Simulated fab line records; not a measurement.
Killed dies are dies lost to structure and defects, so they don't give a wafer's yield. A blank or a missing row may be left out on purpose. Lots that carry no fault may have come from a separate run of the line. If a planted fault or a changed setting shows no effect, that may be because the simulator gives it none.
Which tool is to blame? -- flow sky130 -- 11 lots with 33 wafers sampled at 5 steps, on a route of 708 steps

WHAT EACH GAUGE READ, for each wafer
SKY_VIA3_RS_MEAS_22: a four-point-probe measurement.
lot,measured,on,VIA3_W_RS (ohm/sq)
L506,day 40 00:44,film metro-04,0.294 0.295 0.291
L510,day 41 06:25,film metro-01,0.302 0.284 0.300
L511,day 41 16:16,film metro-01,0.294 0.295 0.282
L518,day 43 14:10,film metro-04,0.296 0.297 0.297
L519,day 44 02:48,film metro-01,0.285 0.288 0.286
L520,day 44 06:46,film metro-04,0.298 0.293 0.294
L521,day 44 18:30,film metro-01,0.293 0.300 0.295
L523,day 45 10:55,film metro-02,0.298 0.296 0.295
L525,day 45 12:42,film metro-04,0.289 0.297 0.296
L526,day 45 18:16,film metro-01,0.292 0.290 0.291
L527,day 45 20:20,film metro-04,0.297 0.298 0.300

WHAT TOOL EACH LOT RAN ON (gives the tool, then ch and the chambers of the sampled wafers, and finally the start)
lot,SKY_CAPM_CVD_00,SKY_METAL3_METAL_ETCH_18,SKY_METAL3_STRIP_19,SKY_VIA3_CVD_21
L506,"pecvd-02 ch 0,1, day 36 16:40","rie metal-04 ch 1, day 38 21:53","plasma asher-01 ch 0,1, day 38 22:04","cvd w-01 ch 0,1, day 40 00:36"
L510,"pecvd-03 ch 0,1, day 38 01:33","rie metal-04 ch 0,1, day 40 03:48","plasma asher-03 ch 0,1, day 40 03:59","cvd w-01 ch 0,1, day 41 06:17"
L511,"pecvd-03 ch 0,2, day 38 11:14","rie metal-01 ch 1, day 40 13:29","plasma asher-01 ch 0, day 40 13:40","cvd w-01 ch 0,1, day 41 16:08"
L518,"pecvd-01 ch 1,2, day 40 11:28","rie metal-03 ch 1, day 42 12:15","plasma asher-04 ch 0,1, day 42 12:33","cvd w-02 ch 0, day 43 14:01"
L519,"pecvd-03 ch 0,2, day 41 01:55","rie metal-04 ch 0,1, day 43 01:56","plasma asher-04 ch 0,1, day 43 02:07","cvd w-01 ch 0,1, day 44 02:41"
L520,"pecvd-01 ch 0,2, day 41 06:07","rie metal-04 ch 0,1, day 43 07:06","plasma asher-04 ch 0,1, day 43 07:15","cvd w-02 ch 0,1, day 44 06:39"
L521,"pecvd-02 ch 0,1,2, day 41 18:37","rie metal-03 ch 0,1, day 43 17:22","plasma asher-03 ch 0, day 43 17:33","cvd w-02 ch 0,1, day 44 18:23"
L523,"pecvd-02 ch 1,2, day 42 12:19","rie metal-01 ch 0,1, day 44 10:26","plasma asher-01 ch 0,1, day 44 10:37","cvd w-01 ch 1, day 45 10:46"
L525,"pecvd-02 ch 0,1, day 42 13:35","rie metal-04 ch 0,1, day 44 11:55","plasma asher-01 ch 0,1, day 44 12:04","cvd w-01 ch 0,1, day 45 12:35"
L526,"pecvd-01 ch 0,1,2, day 42 19:47","rie metal-03 ch 0, day 44 17:30","plasma asher-04 ch 1, day 44 17:54","cvd w-01 ch 1, day 45 18:07"
L527,"pecvd-02 ch 0,1,2, day 42 23:59","rie metal-01 ch 0, day 44 20:52","plasma asher-04 ch 0, day 44 21:03","cvd w-02 ch 0,1, day 45 20:11"
- SKY_CAPM_CVD_00: deposits SiO2, target thk 15.5 nm.
- SKY_METAL3_METAL_ETCH_18: etches the open film in Cl2/BCl3, stops on SiO2, target depth 845 nm, time 183.1 s.
- SKY_METAL3_STRIP_19: strips in O2/N2.
- SKY_VIA3_CVD_21: deposits W, target thk 390 nm, time 117.31 s.

AS READ BY THE TOOLS THEMSELVES (means over the sampled wafers that have a number; for cases with no such wafer, the mark the record gives instead)
SKY_CAPM_CVD_00.
lot,tool,heater power w (W)
L506,pecvd-02,660
L510,pecvd-03,695
L511,pecvd-03,772
L518,pecvd-01,664
L519,pecvd-03,779
L520,pecvd-01,698
L521,pecvd-02,741
L523,pecvd-02,845
L525,pecvd-02,803
L526,pecvd-01,725
L527,pecvd-02,778

SKY_METAL3_METAL_ETCH_18.
lot,tool,drypump motor current A (A),mfc cl2 sccm (sccm),oes product au (a.u.),throttle valve pct (%)
L506,rie metal-04,6.0,59.76,0.861,22.271
L510,rie metal-04,5.8,59.96,0.865,22.260
L511,rie metal-01,5.3,60.15,0.856,22.271
L518,rie metal-03,6.0,59.76,0.872,22.264
L519,rie metal-04,5.9,59.89,0.868,22.259
L520,rie metal-04,5.9,60.20,0.858,22.262
L521,rie metal-03,5.8,59.87,0.868,22.255
L523,rie metal-01,5.6,60.36,0.867,22.265
L525,rie metal-04,5.9,60.03,0.867,22.258
L526,rie metal-03,5.4,60.07,0.866,22.255
L527,rie metal-01,6.4,59.90,0.865,22.267

SKY_METAL3_STRIP_19.
lot,tool,drypump motor current A (A),o2 flow sccm (sccm),oes product au (a.u.),strip time to endpoint s (s)
L506,plasma asher-01,5.6,2991,0.505,6.66
L510,plasma asher-03,5.3,3000,0.511,6.66
L511,plasma asher-01,6.1,2992,0.499,6.48
L518,plasma asher-04,5.1,3007,0.504,6.57
L519,plasma asher-04,5.1,3001,0.507,6.58
L520,plasma asher-04,5.1,3003,0.506,6.64
L521,plasma asher-03,5.0,2997,0.502,6.59
L523,plasma asher-01,5.6,3013,0.509,6.55
L525,plasma asher-01,5.9,3000,0.512,6.62
L526,plasma asher-04,5.1,3001,0.501,6.53
L527,plasma asher-04,5.1,3003,0.504,6.51

SKY_VIA3_CVD_21.
lot,tool,chamber pressure Torr (Torr),heater power w (W)
L506,cvd w-01,40.01,873
L510,cvd w-01,40.87,891
L511,cvd w-01,40.77,869
L518,cvd w-02,40.05,723
L519,cvd w-01,39.99,898
L520,cvd w-02,39.99,742
L521,cvd w-02,39.98,759
L523,cvd w-01,40.06,868
L525,cvd w-01,40.01,889
L526,cvd w-01,39.99,872
L527,cvd w-02,39.98,790

THE ANSWER, worked out from the rows above alone
Rule: the usual values come from the lots themselves. The widest of any qualifying gaps counts: lots, ordered by their means at a reading, are off when they make up no more than a third of the lots, leave a main group of 4 or more, and stand apart from it by 3 or more times the standard deviation of that group's means. Not used: any main group whose means are identical at the precision the tables above print for the reading. Also off: a lot with no number at a reading for which 4 or more lots have one. Any other lot the step has rows for is counted as sound. After the gauges, taken in route order, come the tools' own readings; for these a lot's mean is taken, as printed above. At the first step where some lot is off, the reading lying furthest off is the one used; lots without a number count as furthest.
Off: L510, L511 (SKY_VIA3_CVD_21, chamber pressure Torr). Mean 40.01 Torr and standard deviation 0.028 in the main group.
A tool fits if, at that step or a process step before it, it ran every lot that is off, and no sound lot after the first of them. No candidate that was tried fits.

WHAT THE SIMULATOR HAD PUT IN
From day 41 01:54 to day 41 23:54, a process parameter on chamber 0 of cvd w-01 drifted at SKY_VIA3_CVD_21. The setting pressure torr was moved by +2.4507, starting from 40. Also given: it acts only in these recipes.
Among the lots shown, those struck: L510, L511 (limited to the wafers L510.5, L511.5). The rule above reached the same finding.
